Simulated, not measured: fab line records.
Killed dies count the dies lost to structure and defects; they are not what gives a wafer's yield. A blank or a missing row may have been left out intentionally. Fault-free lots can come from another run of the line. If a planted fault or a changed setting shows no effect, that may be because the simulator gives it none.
A sampling plan put to the test ; flow sky130 ; one line in one fab, 17 faults in these records, each fault weighed on the records of the lots it struck
The plan is the line's own looks: the steps of the route at which a gauge or an inspection reads the wafer and doesn't change it. A look is open to judgement when struck wafers have a number at it and the file gives its usual mean and standard deviation on fault-free wafers. Caught: at a look after the fault's first step, the mean of the struck wafers lies 4 or more of those standard deviations (sigma) from the usual mean. On the tool: here the same test is run on the tool's own readings at the fault's steps. Caught also covers a different recipe on the struck wafers, or a record left blank for those wafers only.

== THE FAULTS, as the simulator had put them in ==
1. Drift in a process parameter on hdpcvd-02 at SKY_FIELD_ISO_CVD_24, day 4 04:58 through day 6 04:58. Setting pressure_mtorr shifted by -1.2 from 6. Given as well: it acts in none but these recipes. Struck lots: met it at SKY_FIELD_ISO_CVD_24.
2. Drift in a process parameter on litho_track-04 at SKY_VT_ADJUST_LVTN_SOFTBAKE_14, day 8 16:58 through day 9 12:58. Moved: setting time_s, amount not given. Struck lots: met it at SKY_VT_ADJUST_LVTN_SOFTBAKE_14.
3. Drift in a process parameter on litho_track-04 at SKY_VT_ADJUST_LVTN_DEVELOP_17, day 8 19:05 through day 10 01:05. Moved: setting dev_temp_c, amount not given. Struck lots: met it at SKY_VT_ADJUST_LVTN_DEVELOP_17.
4. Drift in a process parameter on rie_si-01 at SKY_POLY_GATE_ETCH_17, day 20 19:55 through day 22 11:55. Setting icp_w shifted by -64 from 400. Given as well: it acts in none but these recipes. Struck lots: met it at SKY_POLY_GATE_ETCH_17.
5. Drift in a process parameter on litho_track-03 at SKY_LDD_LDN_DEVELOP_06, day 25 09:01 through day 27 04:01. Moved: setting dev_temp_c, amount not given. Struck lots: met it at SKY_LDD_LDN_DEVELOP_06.
6. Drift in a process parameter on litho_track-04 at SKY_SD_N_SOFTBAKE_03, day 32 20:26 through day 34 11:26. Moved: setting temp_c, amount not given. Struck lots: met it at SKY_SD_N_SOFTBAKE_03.
7. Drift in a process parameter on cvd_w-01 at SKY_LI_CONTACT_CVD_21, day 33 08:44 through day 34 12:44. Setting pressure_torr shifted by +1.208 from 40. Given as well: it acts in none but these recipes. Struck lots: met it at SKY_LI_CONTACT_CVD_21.
8. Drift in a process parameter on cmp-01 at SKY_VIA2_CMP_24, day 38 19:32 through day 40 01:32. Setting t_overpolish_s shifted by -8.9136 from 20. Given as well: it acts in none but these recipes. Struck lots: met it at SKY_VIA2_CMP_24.
9. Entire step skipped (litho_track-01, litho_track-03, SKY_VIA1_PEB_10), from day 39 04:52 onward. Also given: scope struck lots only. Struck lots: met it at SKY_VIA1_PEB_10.
10. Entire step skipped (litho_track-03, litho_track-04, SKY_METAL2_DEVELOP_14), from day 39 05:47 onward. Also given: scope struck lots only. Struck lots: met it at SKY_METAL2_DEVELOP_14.
11. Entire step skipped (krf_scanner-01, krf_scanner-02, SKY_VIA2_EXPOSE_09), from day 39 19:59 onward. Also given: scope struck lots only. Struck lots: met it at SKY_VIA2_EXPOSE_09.
12. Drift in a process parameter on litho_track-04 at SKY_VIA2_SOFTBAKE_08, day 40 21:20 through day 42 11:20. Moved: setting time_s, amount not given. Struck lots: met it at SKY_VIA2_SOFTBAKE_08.
13. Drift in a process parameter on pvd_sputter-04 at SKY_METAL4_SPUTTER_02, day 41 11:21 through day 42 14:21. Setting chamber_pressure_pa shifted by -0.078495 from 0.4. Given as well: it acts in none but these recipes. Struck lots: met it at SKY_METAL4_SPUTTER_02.
14. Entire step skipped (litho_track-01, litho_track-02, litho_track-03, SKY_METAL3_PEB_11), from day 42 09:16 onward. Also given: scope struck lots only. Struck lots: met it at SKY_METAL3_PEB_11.
15. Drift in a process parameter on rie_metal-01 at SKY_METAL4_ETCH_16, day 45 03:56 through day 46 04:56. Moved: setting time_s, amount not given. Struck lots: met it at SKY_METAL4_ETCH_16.
16. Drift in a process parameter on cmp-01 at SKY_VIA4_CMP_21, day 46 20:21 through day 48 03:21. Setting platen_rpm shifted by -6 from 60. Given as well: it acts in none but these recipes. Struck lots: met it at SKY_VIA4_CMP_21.
17. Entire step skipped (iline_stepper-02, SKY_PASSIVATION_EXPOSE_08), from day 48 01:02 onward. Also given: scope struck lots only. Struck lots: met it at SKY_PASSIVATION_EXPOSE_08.

== WHAT THE PLAN SAW ==
fault;on the tool itself;first look that catches it;reading, sigma;median hours from its first step to that look;hours from the fault's start to the first struck lot there;judged looks passed uncaught
1;pressure_mtorr -99 or beyond sigma;not the one look that can be judged after it;-;-;-;1
2;run_length_s +54 sigma;no look after it can be judged;-;-;-;0
3;developer_temp_C +22 sigma;none of the 2 looks that can be judged after it;-;-;-;2
4;rf_fwd_power_W -45 sigma;no look after it can be judged;-;-;-;0
5;developer_temp_C -9.9 sigma;no look after it can be judged;-;-;-;0
6;heater_power_total_W +12 sigma;no look after it can be judged;-;-;-;0
7;chamber_pressure_Torr +14 sigma;no look after it can be judged;-;-;-;0
8;overpolish_run_s -99 or beyond sigma;not the one look that can be judged after it;-;-;-;1
9;no reading that can be judged;no look after it can be judged;-;-;-;0
10;the tool's record is blank for the struck wafers;no look after it can be judged;-;-;-;0
11;no reading that can be judged;no look after it can be judged;-;-;-;0
12;run_length_s -19 sigma;no look after it can be judged;-;-;-;0
13;chamber_pressure_pa -91 sigma;no look after it can be judged;-;-;-;0
14;no reading that can be judged;no look after it can be judged;-;-;-;0
15;run_length_s -39 sigma;no look after it can be judged;-;-;-;0
16;platen_rpm -99 or beyond sigma;no look after it can be judged;-;-;-;0
17;no reading that can be judged;no look after it can be judged;-;-;-;0
A dash: this means the fault isn't caught or the number doesn't appear in these records.

Caught at a look: 0 of 17. Caught on the tool: 13 of 17. By one or the other: 13 of 17.
Faults caught by the tool alone: 1, 2, 3, 4, 5, 6, 7, 8, 10, 12, 13, 15, 16.
Caught by neither: faults 9, 11, 14, 17.
